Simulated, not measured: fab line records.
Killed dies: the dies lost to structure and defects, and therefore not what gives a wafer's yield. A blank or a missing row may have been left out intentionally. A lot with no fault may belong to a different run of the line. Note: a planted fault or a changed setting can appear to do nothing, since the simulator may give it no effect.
fab line records | flow gf180mcu
[record] lots = 6 wafers = 18 lastDay = 34
route steps=602 shown TOP_METAL@586 PASSIVATION@587
lots that met no fault: taken from a fault-free run of the same line
startH: the number of hours between the record's first day and the start of the first shown wafer of the lot | waitH: time in hours since the lot's previous step | " same as the row above | L1.1+2: one row covering several wafers at once | - no value, or no start given | * or withheld: withheld | < > ~ a bound
route shown NAME@n: names a module that has steps shown in the file, with the first one's number in the route | usual: mean/standard deviation of fault-free wafers | same: alike in all rows | chamber/n: place in a boat | sites: per-site readings | _std_site: the values' standard deviation | _edge_site: the outer-site mean with the inner-site mean subtracted | radiusMm: how far each site lies from the wafer's centre | mask NAME#n: copy n | behind: the most recent tool/chamber to have shaped the wafer | hold: why the lot went on hold/how many hours it stayed there/how the hold came to an end | device: transistor that didn't switch, given as n, p or np | end of line: the tests these same wafers got at the end of their route | a step without rows: its recipe alone | killed: not the wafer's yield, but the dies lost to structure and defects at the first sort | map: a wafer's dies, x killed, . not, _ none there
set.NAME: the run value of the setting; set.NAME@STEP: its run value at that earlier step | model.NAME: the simulator's own value behind a step, which no gauge read
certain route steps with their lots: each step a table, each wafer a row
services: when a tool's chamber went out of use (startH, in hours from the record's first day, below 0 if earlier), for how many hours, and the reason
[[steps]]
[step GF_TOP_METAL_CLEAN_19]
[recipe] chemistry = DIW dry = n2Spin
[step GF_PASSIVATION_CVD_00]
[recipe] material = SiO2 targetThkNm = 1000 precursor = TEOS tempC = 400 timeS = 111.95 rfW = 600
[usual] heaterPowerW = 690/90
// columns lot.wafer tool chamber startH waitH heaterPowerW
L513.1 pecvd-03 0 661.15 0.0 663
L513.3 " 2 " " 724
L513.4 " 1 " " 789
L524.1 pecvd-02 2 730.25 0.0 595
L524.4 " 0 " " 649
L524.6 " 1 " " 626
L527.1 pecvd-03 1 744.70 0.0 704
L527.3 " 0 " " 610
L527.4 " 2 " " 702
L532.2 pecvd-01 2 779.41 0.0 738
L532.4 " 2 " " 596
L532.6 " 1 " " 858
L535.3 pecvd-02 1 792.53 0.0 799
L535.4 " 1 " " 636
L535.6 " 2 " " 593
L536.1 pecvd-02 0 796.80 0.0 585
L536.4 " 1 " " 727
L536.6 " 0 " " 637
[step GF_PASSIVATION_THK_MEAS_01]
[recipe] reads = SiO2_of_PASSIVATION_CVD_00
[usual] PASSIVATION_CVD_00_THK = 996/15
// columns lot.wafer tool chamber startH waitH PASSIVATION_CVD_00_THK[nm]
L513.1 filmMetro-02 - 661.22 0.0 999
L513.3 " - " " 962
L513.4 " - " " 1014
L524.1 filmMetro-01 - 730.32 0.0 982
L524.4 " - " " 1017
L524.6 " - " " 995
L527.1 filmMetro-03 - 744.78 0.0 1008
L527.3 " - " " 993
L527.4 " - " " 1013
L532.2 filmMetro-01 - 779.50 0.0 989
L532.4 " - " " 996
L532.6 " - " " 1009
L535.3 filmMetro-03 - 792.63 0.1 992
L535.4 " - " " 1012
L535.6 " - " " 998
L536.1 filmMetro-01 - 796.87 0.0 1001
L536.4 " - " " 1004
L536.6 " - " " 1027
[step GF_PASSIVATION_CVD_02]
[recipe] material = Si3N4 targetThkNm = 700 timeS = 486.18 tempC = 400 rfW = 450
[usual] heaterPowerW = 739/84
// columns lot.wafer tool chamber startH waitH heaterPowerW
L513.1 pecvd-02 1 661.28 0.1 828
L513.3 " 0 " " 674
L513.4 " 1 " " 695
L524.1 pecvd-01 2 730.38 0.1 733
L524.4 " 0 " " 849
L524.6 " 1 " " 850
L527.1 pecvd-02 1 744.84 0.1 856
L527.3 " 0 " " 701
L527.4 " 2 " " 677
L532.2 pecvd-03 2 779.55 0.0 783
L532.4 " 2 " " 804
L532.6 " 0 " " 680
L535.3 pecvd-03 1 792.67 0.0 860
L535.4 " 1 " " 683
L535.6 " 2 " " 726
L536.1 pecvd-03 1 796.93 0.1 825
L536.4 " 2 " " 636
L536.6 " 1 " " 842
[step GF_PASSIVATION_THK_MEAS_03]
[recipe] reads = Si3N4_of_PASSIVATION_CVD_02
[usual] PASSIVATION_CVD_02_THK = 698/9.5
// columns lot.wafer tool chamber startH waitH PASSIVATION_CVD_02_THK[nm]
L513.1 filmMetro-02 - 661.57 0.1 704
L513.3 " - " " 698
L513.4 " - " " 707
L524.1 filmMetro-03 - 730.67 0.1 691
L524.4 " - " " 707
L524.6 " - " " 702
L527.1 filmMetro-03 - 745.12 0.1 702
L527.3 " - " " 691
L527.4 " - " " 702
L532.2 filmMetro-02 - 779.85 0.2 704
L532.4 " - " " 717
L532.6 " - " " 698
L535.3 filmMetro-02 - 792.97 0.2 693
L535.4 " - " " 701
L535.6 " - " " 718
L536.1 filmMetro-03 - 797.22 0.1 687
L536.4 " - " " 709
L536.6 " - " " 705
[step GF_PASSIVATION_DEHYDRATE_04]
[recipe] tempC = 200 timeS = 60
[step GF_PASSIVATION_HMDS_05]
[recipe] primeTimeS = 60 primeTempC = 120
[step GF_PASSIVATION_COAT_06]
[recipe] spinRpm = 2000 resistThkNm = 4000
[step GF_PASSIVATION_SOFTBAKE_07]
[recipe] tempC = 110 timeS = withheld
[step GF_PASSIVATION_EXPOSE_08]
[recipe] maskId = Pad targetCdNm = 40000 na = 0.57 doseMj = 310
[step GF_PASSIVATION_PEB_09]
[recipe] tempC = 115 timeS = withheld
[step GF_PASSIVATION_DEVELOP_10]
[recipe] developTimeS = 62.17 devTempC = 23
[step GF_PASSIVATION_ETCH_11]
[recipe] chemistry = CF4/O2 targetDepthNm = 1800 stopOn = TiN sourceW = 800 biasW = 150 pressureMtorr = 150 cf4FlowSccm = 80 O2_flow_sccm = 10 timeS = 400
[usual] biasW = 150.0/0.41 drypumpMotorCurrentA = 5.9/0.42 oesProductAu = 0.959/0.0077 throttleValvePct = 5.960/0.0098
// columns lot.wafer tool chamber startH waitH biasW drypumpMotorCurrentA oesProductAu rfHoursCounterH throttleValvePct model.coat_of_PASSIVATION_COAT_06.thkNm model.PASSIVATION.featureDepthNm model.etch.depthNm
L513.1 rieDiel-01 3 680.37 - 150.0 5.2 0.962 1 5.964 2846 1703 1703
L513.3 " 1 " " 149.6 5.7 0.943 8 5.970 2837 1660 1660
L513.4 " 0 " " 149.6 6.4 0.973 4 5.970 2804 1721 1721
L524.1 rieDiel-04 0 747.81 - 149.8 5.2 0.953 15 5.945 2859 1671 1671
L524.4 " 1 " " 150.6 6.3 0.967 21 5.956 2838 1723 1723
L524.6 " 3 " " 150.2 5.6 0.958 - 5.976 2838 1699 1699
L527.1 rieDiel-04 3 761.31 - 126.2 5.6 0.951 19 5.977 2870 1678 1678
L527.3 " 1 " " 126.1 6.3 0.942 22 5.962 2877 1656 1656
L527.4 " 0 " " 126.6 5.2 0.939 16 5.942 2913 1611 1611
L532.2 rieDiel-04 1 793.50 - 126.8 6.3 0.942 23 5.952 2922 1637 1637
L532.4 " 0 " " 126.9 5.2 0.947 17 5.968 2919 1632 1632
L532.6 " 3 " " 125.9 5.6 0.946 - 5.965 2902 1661 1661
L535.3 rieDiel-03 1 804.76 - 151.4 5.6 0.959 19 5.954 2826 1686 1686
L535.4 " 3 " " 149.2 6.0 0.965 28 5.957 2810 1713 1713
L535.6 " 0 " " 149.6 6.5 0.969 - 5.980 2763 1716 1716
L536.1 rieDiel-01 2 809.71 - 150.1 5.6 0.955 11 5.973 2773 1688 1688
L536.4 " 3 " " 150.2 5.2 0.965 6 5.965 2805 1714 1714
L536.6 " 3 " " 150.1 5.3 0.967 - 5.965 2801 1732 1732
[step GF_PASSIVATION_STRIP_12]
[recipe] chemistry = O2/N2 powerW = 1400 pressureMtorr = 1461 platenTempC = 250 o2FlowSccm = 3000 n2FlowSccm = 300 overashFraction = 0.5
[usual] drypumpMotorCurrentA = 6.0/0.4 heaterPowerW = 352/22 oesProductAu = 0.716/0.0047 platenTempC = 250.02/0.19 stripTimeToEndpointS = 35.1/0.41
// columns lot.wafer tool chamber startH waitH drypumpMotorCurrentA heaterPowerW oesProductAu platenTempC rfHoursCounterH stripTimeToEndpointS
L513.1 plasmaAsher-01 1 680.60 0.1 6.4 386 0.711 249.99 90 35.6
L513.3 " 1 " " 6.4 376 0.712 250.07 - 35.5
L513.4 " 0 " " 6.4 359 0.719 250.10 - 35.1
L524.1 plasmaAsher-01 0 748.05 0.1 6.4 356 0.717 249.99 96 35.7
L524.4 " 0 " " 6.4 345 0.712 250.19 - 35.5
L524.6 " 0 " " 6.5 349 0.723 250.03 - 35.5
L527.1 plasmaAsher-02 1 761.55 0.1 5.6 334 0.713 250.03 2 35.8
L527.3 " 0 " " 5.4 323 0.711 250.16 - 35.9
L527.4 " 1 " " 5.6 320 0.712 249.78 - 36.4
L532.2 plasmaAsher-01 0 793.74 0.1 6.5 352 0.716 250.31 101 36.5
L532.4 " 0 " " 6.4 352 0.716 249.96 - 36.4
L532.6 " 1 " " 6.4 383 0.718 249.90 - 36.2
L535.3 plasmaAsher-01 0 805.04 0.2 6.5 352 0.712 249.73 - 35.3
L535.4 " 1 " " 6.4 382 0.714 250.21 - 35.2
L535.6 " 1 " " 6.4 390 0.716 250.39 - 34.6
L536.1 plasmaAsher-02 0 809.95 0.1 5.4 314 0.716 249.82 7 34.7
L536.4 " 1 " " 5.6 324 0.721 249.74 - 35.1
L536.6 " 0 " " 5.4 317 0.713 250.17 - 35.0
[step GF_PASSIVATION_PROBE_99]
// columns lot.wafer tool chamber startH waitH model.etest.pad.probeOhm model.etest.pplus_sal_6v.open model.etest.nmos_3p3_min.underFloor model.etest.nldd_3p3.open model.etest.nldd_6p0.open model.etest.pmos_3p3_min.underFloor model.etest.met3.open model.etest.nmos_3p3.open
L513.1 prober-01 - 682.32 0.1 0.4784 0 0 0 0 0 0 0
L513.3 prober-01 - 682.42 0.2 0.5193 0 0 0 0 0 0 0
L513.4 prober-01 - 682.47 0.2 0.522 0 0 0 0 0 0 0
L524.1 prober-02 - 749.77 0.1 0.4382 0 0 0 0 0 0 0
L524.4 prober-02 - 749.92 0.2 0.6308 0 0 0 0 0 0 0
L524.6 prober-02 - 750.02 0.2 0.4902 0 0 0 0 0 0 0
L527.1 prober-02 - 763.27 0.1 1.102 0 0 0 0 0 0 0
L527.3 prober-02 - 763.37 0.2 0.9896 0 0 0 0 0 0 0
L527.4 prober-02 - 763.42 0.2 - 1 1 1 1 1 1 1
L532.2 prober-02 - 795.51 0.1 4.152 0 0 0 0 0 0 0
L532.4 prober-02 - 795.61 0.2 - 1 1 1 1 1 1 1
L532.6 prober-02 - 795.71 0.2 2.821 0 0 0 0 0 0 0
L535.3 prober-01 - 806.82 0.2 0.5472 0 0 0 0 0 0 0
L535.4 prober-01 - 806.87 0.2 0.5136 0 0 0 0 0 0 0
L535.6 prober-01 - 806.97 0.2 0.5341 0 0 0 0 0 0 0
L536.1 prober-02 - 811.67 0.1 0.5732 0 0 0 0 0 0 0
L536.4 prober-02 - 811.82 0.2 0.4955 0 0 0 0 0 0 0
L536.6 prober-02 - 811.92 0.2 0.5935 0 0 0 0 0 0 0
// killed by level:class
L513.1 V1:geometricParticle:open=6 V4:geometricParticle:open=6 V2:geometricParticle:open=5 V3:geometricParticle:open=5 M1:geometricParticle:short=4 M3:geometricParticle:short=4 V5:geometricParticle:open=4 STI:geometricParticle:short=3
L513.3 V5:geometricParticle:open=8 V2:geometricParticle:open=6 V1:geometricParticle:short=5 CONTACT:geometricParticle:short=3 CONTACT:geometricParticle:open=3 V1:geometricParticle:open=3 TOP_METAL:geometricParticle:short=3 STI:geometricParticle:short=2
L513.4 M1:geometricParticle:short=4 V3:geometricParticle:short=4 V3:geometricParticle:open=4 V1:geometricParticle:open=3 V2:geometricParticle:open=3 V5:geometricParticle:open=3 CONTACT:geometricParticle:open=2 CONTACT:geometricParticle:short=2
L524.1 CONTACT:geometricParticle:open=10 V3:geometricParticle:open=5 V3:geometricParticle:short=5 V2:geometricParticle:open=4 V1:geometricParticle:short=4 M2:geometricParticle:short=4 V5:geometricParticle:open=4 M1:geometricParticle:open=3
L524.4 M1:geometricParticle:short=7 V2:geometricParticle:open=6 V1:geometricParticle:open=5 V5:geometricParticle:open=5 V4:geometricParticle:open=4 STI:geometricParticle:open=3 CONTACT:geometricParticle:open=3 V3:geometricParticle:open=3
L524.6 V4:geometricParticle:open=6 V5:geometricParticle:open=6 CONTACT:geometricParticle:open=4 V1:geometricParticle:open=4 M5:geometricParticle:short=4 STI:geometricParticle:open=3 M1:geometricParticle:open=3 V2:geometricParticle:open=3
L535.3 V2:geometricParticle:open=7 CONTACT:geometricParticle:open=4 V4:geometricParticle:open=4 V2:geometricParticle:short=3 M3:geometricParticle:short=3 V5:geometricParticle:open=3 M2:geometricParticle:short=2 CONTACT:geometricParticle:short=2
L535.4 V1:geometricParticle:open=5 V4:geometricParticle:open=4 STI:geometricParticle:short=3 STI:geometricParticle:open=3 POLY_GATE:geometricParticle:short=3 CONTACT:geometricParticle:short=3 V3:geometricParticle:open=3 V2:geometricParticle:short=2
L535.6 V2:geometricParticle:open=7 STI:geometricParticle:open=5 V1:geometricParticle:open=4 M1:geometricParticle:short=2 M4:geometricParticle:short=2 V3:geometricParticle:short=2 V5:geometricParticle:short=2 STI:geometricParticle:short=1
L536.1 CONTACT:geometricParticle:open=8 V4:geometricParticle:open=4 V5:geometricParticle:open=4 M1:geometricParticle:short=3 V1:geometricParticle:open=3 V3:geometricParticle:short=3 M4:geometricParticle:short=3 V4:geometricParticle:short=3
L536.4 STI:geometricParticle:open=4 CONTACT:geometricParticle:open=4 V2:geometricParticle:short=3 V3:geometricParticle:open=3 V4:geometricParticle:short=3 POLY_GATE:geometricParticle:short=2 HV_LDD:geometricParticle:open=2 V1:geometricParticle:short=2
L536.6 V1:geometricParticle:open=5 V5:geometricParticle:open=5 STI:geometricParticle:open=4 CONTACT:geometricParticle:open=3 M1:geometricParticle:short=3 V2:geometricParticle:open=3 V3:geometricParticle:open=3 M4:geometricParticle:short=3
[[services]]
// columns tool chamber startH hours kind
rieDiel-01 3 649.38 - clean
rieDiel-01 3 649.38 12.8 scheduledDown
rieDiel-01 3 649.38 12.8 ventCycle
pecvd-01 0 655.55 17.3 repair
rieDiel-01 2 671.25 8.2 repair
rieDiel-01 - 674.97 0.1 repair
plasmaAsher-02 - 682.10 9.3 repair
plasmaAsher-01 - 687.06 7.7 pm
rieDiel-01 3 687.76 11.2 repair
rieDiel-01 - 691.51 1.0 repair
rieDiel-01 0 698.93 8.4 repair
pecvd-03 - 721.57 2.8 pm
plasmaAsher-02 - 733.75 9.0 pm
plasmaAsher-02 0 733.75 9.0 ventCycle
plasmaAsher-02 1 733.75 9.0 ventCycle
rieDiel-04 2 734.90 10.7 repair
rieDiel-01 1 737.13 2.2 repair
plasmaAsher-02 0 742.75 - clean
rieDiel-01 0 744.78 4.4 repair
rieDiel-01 3 749.75 4.5 repair
pecvd-03 2 754.50 14.0 repair
rieDiel-04 - 766.09 0.7 repair
plasmaAsher-01 - 770.79 1.1 repair
rieDiel-03 2 782.19 2.9 repair
[[key]]
[firstSign] step = GF_PASSIVATION_ETCH_11 reading = biasW direction = down sigmas = 57 usual = 150.0 struck = 126.4
[effect] step = GF_PASSIVATION_ETCH_11 reading = oesProductAu direction = down sigmas = 1.9 usual = 0.959 struck = 0.944 wafersMoved = 4
[modelEffect] step = GF_PASSIVATION_ETCH_11 value = coat_of_PASSIVATION_COAT_06.thkNm without = 2833 struck = 2900
[modelEffect] step = GF_PASSIVATION_PROBE_99 value = etest.pad.probeOhm without = 0.5336 struck = 2.266
metAt GF_PASSIVATION_ETCH_11
struckWafers L527.1,L527.3,L527.4,L532.2,L532.4,L532.6
sortLeftOut L527.1,L527.3,L527.4,L532.2,L532.4,L532.6
onsetBetween 747.81 761.31
[fault] kind = processParameterDrift tool = rieDiel-04 chamber = - onsetH = 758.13 steps = GF_PASSIVATION_ETCH_11 channel = biasW offset = -23.631 shape = step endH = 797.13 actsIn = theseRecipesOnly stated = 150
// sortLeftOut: the simulated sort isn't trusted on such a fault, so these wafers' sort isn't shown, and their yield isn't known
